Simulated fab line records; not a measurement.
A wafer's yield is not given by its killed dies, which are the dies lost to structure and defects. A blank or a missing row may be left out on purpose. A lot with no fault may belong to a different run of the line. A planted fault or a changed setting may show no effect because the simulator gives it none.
Which tool was responsible? :: flow sky130 :: 33 wafers from 11 lots sampled at 5 of the route's 708 steps

== WHAT THE GAUGES READ, wafer by wafer ==
SKY_VIA1_BOW_MEAS_03.
lot: L220
measured: day 32 20:25
on: film_metro-01
VIA1_BOW (um): 74 74 82

lot: L222
measured: day 33 16:14
on: film_metro-04
VIA1_BOW (um): 76 82 89

lot: L223
measured: day 34 04:19
on: film_metro-04
VIA1_BOW (um): 78 85 90

lot: L232
measured: day 37 09:41
on: film_metro-02
VIA1_BOW (um): 77 82 82

lot: L234
measured: day 38 00:15
on: film_metro-04
VIA1_BOW (um): 88 85 68

lot: L235
measured: day 38 06:10
on: film_metro-04
VIA1_BOW (um): 82 83 74

lot: L237
measured: day 38 09:17
on: film_metro-01
VIA1_BOW (um): 84 81 90

lot: L239
measured: day 39 00:28
on: film_metro-02
VIA1_BOW (um): 74 81 81

lot: L240
measured: day 39 17:15
on: film_metro-02
VIA1_BOW (um): 80 91 80

lot: L243
measured: day 40 00:19
on: film_metro-02
VIA1_BOW (um): 72 87 68

lot: L242
measured: day 40 01:19
on: film_metro-02
VIA1_BOW (um): 79 76 78

SKY_VIA1_RS_MEAS_22: the measuring method here is four-point-probe.
lot: L220
measured: day 33 23:46
on: film_metro-02
VIA1_W_RS (ohm/sq): 0.428 0.433 0.433

lot: L222
measured: day 34 20:01
on: film_metro-01
VIA1_W_RS (ohm/sq): 0.432 0.438 0.437

lot: L223
measured: day 35 08:11
on: film_metro-04
VIA1_W_RS (ohm/sq): 0.427 0.427 0.423

lot: L232
measured: day 38 12:25
on: film_metro-02
VIA1_W_RS (ohm/sq): 0.454 0.455 0.449

lot: L234
measured: day 39 02:34
on: film_metro-04
VIA1_W_RS (ohm/sq): 0.465 0.464 0.460

lot: L235
measured: day 39 07:50
on: film_metro-04
VIA1_W_RS (ohm/sq): 0.431 0.425 0.434

lot: L237
measured: day 39 11:13
on: film_metro-04
VIA1_W_RS (ohm/sq): 0.426 0.421 0.429

lot: L239
measured: day 40 02:00
on: film_metro-02
VIA1_W_RS (ohm/sq): 0.434 0.423 0.431

lot: L240
measured: day 40 18:59
on: film_metro-02
VIA1_W_RS (ohm/sq): 0.437 0.435 0.424

lot: L243
measured: day 41 04:25
on: film_metro-01
VIA1_W_RS (ohm/sq): 0.425 0.430 0.425

lot: L242
measured: day 41 04:28
on: film_metro-02
VIA1_W_RS (ohm/sq): 0.432 0.430 0.430

SKY_VIA1_THK_MEAS_23: measures by xrf.
lot: L220
measured: day 33 23:53
on: film_metro-02
VIA1_W_THK (nm): 265 263 261

lot: L222
measured: day 34 20:08
on: film_metro-01
VIA1_W_THK (nm): 269 265 265

lot: L223
measured: day 35 08:19
on: film_metro-04
VIA1_W_THK (nm): 269 270 273

lot: L232
measured: day 38 12:31
on: film_metro-02
VIA1_W_THK (nm): 251 251 253

lot: L234
measured: day 39 02:41
on: film_metro-04
VIA1_W_THK (nm): 248 249 252

lot: L235
measured: day 39 07:56
on: film_metro-04
VIA1_W_THK (nm): 267 273 267

lot: L237
measured: day 39 11:19
on: film_metro-04
VIA1_W_THK (nm): 271 275 271

lot: L239
measured: day 40 02:07
on: film_metro-02
VIA1_W_THK (nm): 264 272 267

lot: L240
measured: day 40 19:06
on: film_metro-02
VIA1_W_THK (nm): 263 263 271

lot: L243
measured: day 41 04:31
on: film_metro-01
VIA1_W_THK (nm): 268 263 269

lot: L242
measured: day 41 04:35
on: film_metro-02
VIA1_W_THK (nm): 261 262 263

== WHAT TOOL EACH LOT RAN ON (gives the tool, then ch and the chambers of the sampled wafers, and finally the start) ==
lot: L220
SKY_CONTACT_SPUTTER_23: pvd_sputter-03, day 31 14:55
SKY_VIA1_CVD_21: cvd_w-01 ch 0,1, day 33 23:41

lot: L222
SKY_CONTACT_SPUTTER_23: pvd_sputter-03, day 32 11:05
SKY_VIA1_CVD_21: cvd_w-01 ch 0,1, day 34 19:56

lot: L223
SKY_CONTACT_SPUTTER_23: pvd_sputter-04, day 32 23:55
SKY_VIA1_CVD_21: cvd_w-02 ch 0,1, day 35 08:06

lot: L232
SKY_CONTACT_SPUTTER_23: pvd_sputter-03, day 36 04:45
SKY_VIA1_CVD_21: cvd_w-02 ch 0,1, day 38 12:19

lot: L234
SKY_CONTACT_SPUTTER_23: pvd_sputter-03, day 36 19:59
SKY_VIA1_CVD_21: cvd_w-02 ch 0,1, day 39 02:28

lot: L235
SKY_CONTACT_SPUTTER_23: pvd_sputter-04, day 37 02:35
SKY_VIA1_CVD_21: cvd_w-01 ch 0,1, day 39 07:44

lot: L237
SKY_CONTACT_SPUTTER_23: pvd_sputter-03, day 37 04:34
SKY_VIA1_CVD_21: cvd_w-01 ch 0,1, day 39 11:07

lot: L239
SKY_CONTACT_SPUTTER_23: pvd_sputter-01, day 37 20:25
SKY_VIA1_CVD_21: cvd_w-01 ch 0,1, day 40 01:53

lot: L240
SKY_CONTACT_SPUTTER_23: pvd_sputter-01, day 38 13:57
SKY_VIA1_CVD_21: cvd_w-01 ch 0,1, day 40 18:53

lot: L243
SKY_CONTACT_SPUTTER_23: pvd_sputter-03, day 38 21:24
SKY_VIA1_CVD_21: cvd_w-01 ch 0,1, day 41 04:18

lot: L242
SKY_CONTACT_SPUTTER_23: pvd_sputter-03, day 38 22:24
SKY_VIA1_CVD_21: cvd_w-02 ch 0,1, day 41 04:22
- SKY_CONTACT_SPUTTER_23: material TiN, target thk 20 nm, time 80 s.
- SKY_VIA1_CVD_21: deposits W, target thk 270 nm, time 80.902 s.

== WHAT THE TOOLS THEMSELVES READ (means of the sampled wafers that have a number; where no wafer has one, the mark that the record gives instead) ==
SKY_CONTACT_SPUTTER_23.
lot: L220
tool: pvd_sputter-03
throttle_valve_pct (%): 29.8

lot: L222
tool: pvd_sputter-03
throttle_valve_pct (%): 30.0

lot: L223
tool: pvd_sputter-04
throttle_valve_pct (%): 29.8

lot: L232
tool: pvd_sputter-03
throttle_valve_pct (%): 29.7

lot: L234
tool: pvd_sputter-03
throttle_valve_pct (%): 29.6

lot: L235
tool: pvd_sputter-04
throttle_valve_pct (%): 30.3

lot: L237
tool: pvd_sputter-03
throttle_valve_pct (%): 30.2

lot: L239
tool: pvd_sputter-01
throttle_valve_pct (%): 30.2

lot: L240
tool: pvd_sputter-01
throttle_valve_pct (%): 29.8

lot: L243
tool: pvd_sputter-03
throttle_valve_pct (%): 30.1

lot: L242
tool: pvd_sputter-03
throttle_valve_pct (%): 30.2

SKY_VIA1_CVD_21.
lot: L220
tool: cvd_w-01
heater_power_w (W): 855

lot: L222
tool: cvd_w-01
heater_power_w (W): 887

lot: L223
tool: cvd_w-02
heater_power_w (W): 926

lot: L232
tool: cvd_w-02
heater_power_w (W): 946

lot: L234
tool: cvd_w-02
heater_power_w (W): 927

lot: L235
tool: cvd_w-01
heater_power_w (W): 835

lot: L237
tool: cvd_w-01
heater_power_w (W): 821

lot: L239
tool: cvd_w-01
heater_power_w (W): 837

lot: L240
tool: cvd_w-01
heater_power_w (W): 843

lot: L243
tool: cvd_w-01
heater_power_w (W): 812

lot: L242
tool: cvd_w-02
heater_power_w (W): 950

== THE ANSWER, worked out from the rows above alone ==
Rule: what is usual is taken from the lots themselves. The widest of any qualifying gaps counts: lots, ordered by their means at a reading, are off when they make up no more than a third of the lots, leave a main group of 4 or more, and stand apart from it by 3 or more times the standard deviation of that group's means. A main group whose means are all the same, to the digits that the tables above print for the reading, isn't used. Also off: a lot with no number at a reading for which 4 or more lots have one. Where the step has rows for the other lots, those lots are counted as sound. The gauges are gone through in route order, then the tools' own readings, and for those a lot's mean is taken as printed above. The first step at which some lot is off is used, and at that step the reading that is off furthest; a lot without a number counts as furthest.
Off: L232, L234, at SKY_VIA1_RS_MEAS_22 (VIA1_W_RS). The main group: mean 0.430 ohm/sq, standard deviation 0.0031.
A tool fits if, at a process step before that reading, it ran every lot that is off, and no sound lot after the first of them. Gauges at SKY_VIA1_RS_MEAS_22: tried the same way as those tools. None of those tried fits.

== WHAT THE SIMULATOR HAD PUT IN ==
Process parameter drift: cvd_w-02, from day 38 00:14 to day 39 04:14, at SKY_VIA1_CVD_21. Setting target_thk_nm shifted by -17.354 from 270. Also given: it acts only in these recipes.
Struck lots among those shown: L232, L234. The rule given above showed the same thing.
